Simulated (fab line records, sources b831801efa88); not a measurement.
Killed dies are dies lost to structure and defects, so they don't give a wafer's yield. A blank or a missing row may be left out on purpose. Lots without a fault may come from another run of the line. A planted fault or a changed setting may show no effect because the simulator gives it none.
Which tool did it? | flow sky130 | 24 lots, 72 wafers sampled, at 3 steps of a route of 708

WHAT THE GAUGES READ, wafer by wafer
SKY_FIELD_ISO_CD_MEAS_13: target cd 150 nm.
lot  | measured    | on        | cd_nm (nm)
L074 | day 2 04:09 | cd_sem-01 | 148.1 147.7 148.0
L075 | day 2 11:02 | cd_sem-01 | 148.9 149.1 148.9
L076 | day 2 17:00 | cd_sem-01 | 150.2 150.1 150.7
L077 | day 2 20:58 | cd_sem-02 | 149.9 148.0 149.4
L078 | day 3 02:34 | cd_sem-02 | 147.8 148.6 148.9
L079 | day 3 06:35 | cd_sem-01 | 151.1 149.5 149.7
L080 | day 3 12:54 | cd_sem-02 | 147.3 148.9 148.7
L081 | day 3 20:40 | cd_sem-02 | 151.1 148.9 148.9
L082 | day 3 23:51 | cd_sem-01 | 150.3 149.1 150.1
L083 | day 4 03:58 | cd_sem-01 | 149.0 149.4 148.0
L084 | day 4 09:31 | cd_sem-01 | 149.7 150.2 150.8
L085 | day 4 14:42 | cd_sem-01 | 149.2 148.4 150.0
L086 | day 4 19:28 | cd_sem-02 | 149.7 151.0 151.7
L087 | day 5 02:04 | cd_sem-02 | 148.8 148.4 148.6
L088 | day 5 04:39 | cd_sem-01 | 148.7 147.8 149.4
L089 | day 5 11:22 | cd_sem-02 | 149.6 149.0 148.8
L090 | day 5 16:43 | cd_sem-02 | 148.6 150.8 150.9
L091 | day 5 22:24 | cd_sem-02 | 148.7 150.1 150.0
L092 | day 6 01:14 | cd_sem-01 | 151.2 151.8 151.7
L093 | day 6 08:13 | cd_sem-01 | 147.2 147.5 149.6
L095 | day 6 16:41 | cd_sem-02 | 151.7 151.7 151.1
L094 | day 6 17:56 | cd_sem-02 | 148.1 147.2 148.3
L096 | day 7 00:19 | cd_sem-01 | 146.4 148.5 147.6
L097 | day 7 05:42 | cd_sem-01 | 151.6 150.9 151.6

SKY_METAL2_RS_MEAS_05: measures by four-point-probe.
lot  | measured     | on            | METAL2_ALCU_RS (ohm/sq)
L074 | day 33 21:23 | film_metro-02 | 0.1286 0.1297 0.1271
L075 | day 34 17:17 | film_metro-02 | 0.1266 0.1294 0.1279
L076 | day 35 03:53 | film_metro-01 | 0.1276 0.1290 0.1289
L077 | day 35 08:41 | film_metro-02 | 0.1294 0.1301 0.1289
L078 | day 35 13:02 | film_metro-04 | 0.1271 0.1246 0.1233
L079 | day 35 21:07 | film_metro-02 | 0.1286 0.1295 0.1288
L080 | day 36 02:35 | film_metro-04 | 0.1237 0.1239 0.1290
L081 | day 36 14:23 | film_metro-01 | 0.1265 0.1262 0.1263
L082 | day 37 01:19 | film_metro-04 | 0.1261 0.1278 0.1268
L083 | day 37 07:44 | film_metro-02 | 0.1274 0.1254 0.1287
L084 | day 37 17:06 | film_metro-02 | 0.1277 0.1272 0.1274
L085 | day 37 14:19 | film_metro-02 | 0.1263 0.1253 0.1260
L086 | day 38 02:05 | film_metro-01 | 0.1290 0.1279 0.1284
L087 | day 38 07:31 | film_metro-02 | 0.1260 0.1270 0.1277
L088 | day 38 18:38 | film_metro-01 | 0.1265 0.1274 0.1270
L089 | day 39 08:16 | film_metro-04 | 0.1282 0.1292 0.1252
L090 | day 39 16:10 | film_metro-04 | 0.1278 0.1283 0.1279
L091 | day 39 10:40 | film_metro-02 | 0.1273 0.1264 0.1254
L092 | day 39 17:54 | film_metro-01 | 0.1267 0.1274 0.1286
L093 | day 40 05:29 | film_metro-01 | 0.1276 0.1285 0.1307
L095 | day 40 06:49 | film_metro-02 | 0.1258 0.1283 0.1277
L094 | day 40 07:13 | film_metro-04 | 0.1268 0.1280 0.1312
L096 | day 40 10:52 | film_metro-01 | 0.1230 0.1256 0.1275
L097 | day 41 03:47 | film_metro-01 | 0.1272 0.1245 0.1248

WHICH TOOL RAN EACH LOT (tool, then ch and the chambers of the sampled wafers, then the start)
lot  | SKY_NWELL_RTA_28
L074 | rtp_anneal-01 ch 0, day 5 08:47
L075 | rtp_anneal-02 ch 0, day 5 14:50
L076 | rtp_anneal-01 ch 0, day 6 03:31
L077 | rtp_anneal-02 ch 0, day 6 05:44
L078 | rtp_anneal-01 ch 0, day 6 09:56
L079 | rtp_anneal-02 ch 0, day 6 15:38
L080 | rtp_anneal-02 ch 0, day 6 21:14
L081 | rtp_anneal-02 ch 0, day 7 02:49
L082 | rtp_anneal-02 ch 0, day 7 09:35
L083 | rtp_anneal-01 ch 0, day 7 15:10
L084 | rtp_anneal-02 ch 0, day 7 21:23
L085 | rtp_anneal-01 ch 0, day 8 00:22
L086 | rtp_anneal-01 ch 0, day 8 06:28
L087 | rtp_anneal-02 ch 0, day 8 16:20
L088 | rtp_anneal-01 ch 0, day 9 00:38
L089 | rtp_anneal-01 ch 0, day 9 14:43
L090 | rtp_anneal-01 ch 0, day 9 18:44
L091 | rtp_anneal-02 ch 0, day 9 17:08
L092 | rtp_anneal-02 ch 0, day 10 00:25
L093 | rtp_anneal-02 ch 0, day 10 04:58
L095 | rtp_anneal-01 ch 0, day 10 11:39
L094 | rtp_anneal-02 ch 0, day 10 12:43
L096 | rtp_anneal-02 ch 0, day 10 19:15
L097 | rtp_anneal-02 ch 0, day 11 03:53
- SKY_NWELL_RTA_28: time 30 s.

WHAT THE TOOLS THEMSELVES READ (means of the sampled wafers that have a number; where no wafer has one, the mark that the record gives instead)
SKY_NWELL_RTA_28.
lot  | tool          | lamp_power_pct (%) | ramp_up_c_per_s | wafer_temp_C_max
L074 | rtp_anneal-01 | 25.35              | 150.01          | 1054.0
L075 | rtp_anneal-02 | 25.26              | 149.99          | 1055.5
L076 | rtp_anneal-01 | 25.35              | 149.99          | 1054.8
L077 | rtp_anneal-02 | 25.29              | 150.02          | 1055.3
L078 | rtp_anneal-01 | 25.28              | 150.02          | 1054.1
L079 | rtp_anneal-02 | 25.28              | 150.01          | 1055.1
L080 | rtp_anneal-02 | 25.27              | 149.97          | 1054.7
L081 | rtp_anneal-02 | 25.32              | 150.00          | 1054.5
L082 | rtp_anneal-02 | 25.34              | 150.00          | 1054.5
L083 | rtp_anneal-01 | 25.29              | 149.99          | 1054.6
L084 | rtp_anneal-02 | 25.27              | 150.01          | 1054.3
L085 | rtp_anneal-01 | 25.30              | 149.99          | 1054.1
L086 | rtp_anneal-01 | 25.32              | 149.97          | 1055.7
L087 | rtp_anneal-02 | 25.27              | 150.00          | 1054.1
L088 | rtp_anneal-01 | 25.29              | 149.98          | 1054.7
L089 | rtp_anneal-01 | 25.36              | 150.01          | 1055.9
L090 | rtp_anneal-01 | 25.30              | 150.02          | 1055.5
L091 | rtp_anneal-02 | 25.30              | 150.01          | 1054.4
L092 | rtp_anneal-02 | 25.34              | 149.95          | 1055.3
L093 | rtp_anneal-02 | 25.27              | 150.00          | 1055.4
L095 | rtp_anneal-01 | 25.30              | 150.01          | 1054.7
L094 | rtp_anneal-02 | 25.35              | 150.01          | 1054.7
L096 | rtp_anneal-02 | 25.32              | 150.00          | 1054.3
L097 | rtp_anneal-02 | 25.31              | 149.97          | 1054.3

THE ANSWER, worked out from the rows above alone
Rule: what is usual is taken from the lots themselves. Put in order of their means at a reading, lots are off if they are a third of the lots or fewer, leave a main group of 4 or more, and stand apart from it by a gap of 3 or more times the standard deviation of the main group's means; of several such gaps the widest counts. A main group whose means are all the same, to the digits that the tables above print for the reading, isn't used. A lot without any number at a reading at which 4 lots or more have one is off too. The other lots that the step has rows for count as sound. The gauges are gone through in route order, then the tools' own readings, and for those a lot's mean is taken as printed above. The first step at which some lot is off is used, and at that step the reading that is off furthest; a lot without a number counts as furthest.
No lot is off at any reading shown: from this, nothing can be told.

WHAT THE SIMULATOR HAD PUT IN
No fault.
